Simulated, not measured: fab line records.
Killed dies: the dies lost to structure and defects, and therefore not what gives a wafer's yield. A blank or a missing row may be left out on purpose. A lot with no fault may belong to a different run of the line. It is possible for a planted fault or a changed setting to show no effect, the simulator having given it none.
A single fault, viewed from 2 desks -- flow gf180mcu -- what lay behind the numbers comes last; until then each desk has only its own

FOR THE TOOL OWNER'S DESK: pvd_sputter-03
The tool's own readings at GF_V1_SPUTTER_22 (material TiN, target thk 10 nm, time 40 s): means of the sampled wafers that have a number, for each lot that ran on this tool. Any lot whose mean is over 4 standard deviations away from the usual mean is out of limits and marked OUT; that distance is given in the brackets.
Columns: A = throttle_valve_pct at GF_V1_SPUTTER_22, usual 30.0 %
lot,first seen here,A
L346,day 21 05:00,29.4
L359,day 25 01:08,29.3
L361,day 25 18:04,29.6
Result from this desk: across the 3 lots, nothing is out of limits.

METROLOGY DESK
What the gauges read for every lot (on any tool): the sampled wafers with a number, averaged. Any lot whose mean is over 4 standard deviations away from the usual mean is out of limits and marked OUT; that distance is given in the brackets.
Columns: A = cd_nm at GF_V1_CD_MEAS_14, usual 260.0 nm; B = V1_OVL at GF_V1_OVL_MEAS_15, usual 3 nm
lot,first seen here,A,B
L344,day 20 02:08,260.2,10
L346,day 21 04:08,259.1,4
L347,day 21 08:04,259.5,-4
L351,day 22 15:27,260.3,-1
L359,day 25 00:16,259.1,5
L361,day 25 17:12,258.0,4
Result from this desk: across the 6 lots, nothing is out of limits.

PUT TOGETHER
The tool owner's desk saw nothing out of limits.
At the metrology desk, nothing out of limits was observed.

WHAT THE SIMULATOR PUT IN
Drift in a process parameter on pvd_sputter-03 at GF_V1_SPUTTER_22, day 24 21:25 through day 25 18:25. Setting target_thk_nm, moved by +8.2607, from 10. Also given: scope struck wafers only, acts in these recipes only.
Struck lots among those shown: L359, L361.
